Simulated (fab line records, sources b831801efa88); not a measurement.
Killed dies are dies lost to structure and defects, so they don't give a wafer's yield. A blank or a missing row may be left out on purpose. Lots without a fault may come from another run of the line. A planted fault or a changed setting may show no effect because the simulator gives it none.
Problem report in the 8D (eight disciplines) form, filled by code | flow sfq_line | the parts of the form that need people (team, actions taken, sign-off) are left out

1. THE PROBLEM
M3_NB_RS at SFQ_M3_RS_MEAS_919 reads a mean of 1.218 ohm/sq on 1 wafer of 1 lot; wafers without a fault read 0.892 ohm/sq with a standard deviation of 0.01. That is +33 standard deviations from the usual mean.
The step: measures by four-point-probe.
First seen on wafer L414.6, day 42 03:11, on film_metro-03. The record holds 39 wafers of 13 lots with a number at this step. Rule for "out", or "out of limits": more than 4 standard deviations from the usual mean. The other wafers with a number count as sound.

2. WHAT IT IS AND WHAT IT IS NOT
question                    | is                | is not
which readings at this step | M3_NB_RS          | -
which lots                  | L414              | L401, L403, L405, L406, L408, L410, L411, L420, L421, L422, L423, L424
which wafers of those lots  | L414.6            | L414.1, L414.5
read on which gauges        | film_metro-03     | film_metro-01, film_metro-04
when                        | from day 42 03:11 | up to then (23 sound wafers); but 15 sound wafers of L420, L421, L422, L423, L424 came after

3. SUSPECTS, AND WHAT RULES EACH OUT
Counting: a tool at a process step up to the reading stays a suspect if it ran every lot that is out. Sound lots after the first of them don't rule it out here, since some wafers of a struck lot are sound.
- the gauge at SFQ_M3_RS_MEAS_919: ruled out. All the wafers that are out were read on film_metro-03, but those of them that SFQ_TRILAYER_M3_ETCH_METAL_ETCH_078 has rows for are out there too, on other tools.
- pecvd-04 at SFQ_TRILAYER_L0_CAP_PECVD_011 (deposits SiO2 from SiH4/N2O, time 13.333 s, target thk 60 nm): kept. It ran the lot that is out, L414 (day 7 14:06); its last sound lot up to then is L411 (day 6 21:30).
- pvd_sputter-06 at SFQ_TRILAYER_M3_DEP_SPUTTER_073 (material Nb, target thk 200 nm, time 133.3 s): kept. It ran the lot that is out, L414 (day 42 03:06); its last sound lot up to then is L411 (day 41 05:30).
- Within pecvd-04 at SFQ_TRILAYER_L0_CAP_PECVD_011: the wafers that are out ran in chamber 1; their sound lot-mates ran in chamber 0.
Left after counting: pecvd-04 at SFQ_TRILAYER_L0_CAP_PECVD_011, pvd_sputter-06 at SFQ_TRILAYER_M3_DEP_SPUTTER_073.

4. THE CAUSE (what the simulator had put in)
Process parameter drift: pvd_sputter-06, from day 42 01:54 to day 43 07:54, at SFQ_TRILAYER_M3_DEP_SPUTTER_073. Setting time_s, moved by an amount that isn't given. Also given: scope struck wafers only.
Counting left 2 suspects, and this tool is among them.

5. THE CHAIN OF EFFECTS, in route order
Each row: a reading whose mean over the struck wafers that have a number lies more than 3 standard deviations from the usual. Only readings for which the record gives a usual standard deviation are gone through. hours: the time from each lot's start at the first step in this table that gives one to its start at this step, as a median over the lots. sigmas: the change in usual standard deviations.
hours | step                                | reading        | usual        | on struck wafers | change | sigmas
0     | SFQ_M3_RS_MEAS_919                  | M3_NB_RS       | 0.892 ohm/sq | 1.218            | +0.326 | +33
152   | SFQ_TRILAYER_M3_ETCH_METAL_ETCH_078 | oes_product_au | 0.893 a.u.   | 0.761            | -0.132 | -19
The process steps in it:
- SFQ_TRILAYER_M3_ETCH_METAL_ETCH_078: etches Nb in Cl2/Ar, stops on SiO2, target depth 240 nm, time 120 s.
Later measuring or inspecting steps at which every struck wafer that the step has a row for has a number for every such reading, and none has moved that far: SFQ_I6_BOW_MEAS_941.

6. WHAT WOULD HAVE CAUGHT IT SOONER
In this record the first reading out of limits at a measuring or inspecting step was taken at day 42 03:11, 1 hour after the fault began at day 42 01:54.
Of the tool readings at SFQ_TRILAYER_M3_DEP_SPUTTER_073 for which the record gives a usual standard deviation, none was out on any struck wafer, so an alarm limit of 4 standard deviations on them would not have fired.
All the lots that are out (1) had begun SFQ_TRILAYER_M3_DEP_SPUTTER_073 on pvd_sputter-06 by day 42 03:11. A hold on the tool at that time would have spared none of them.
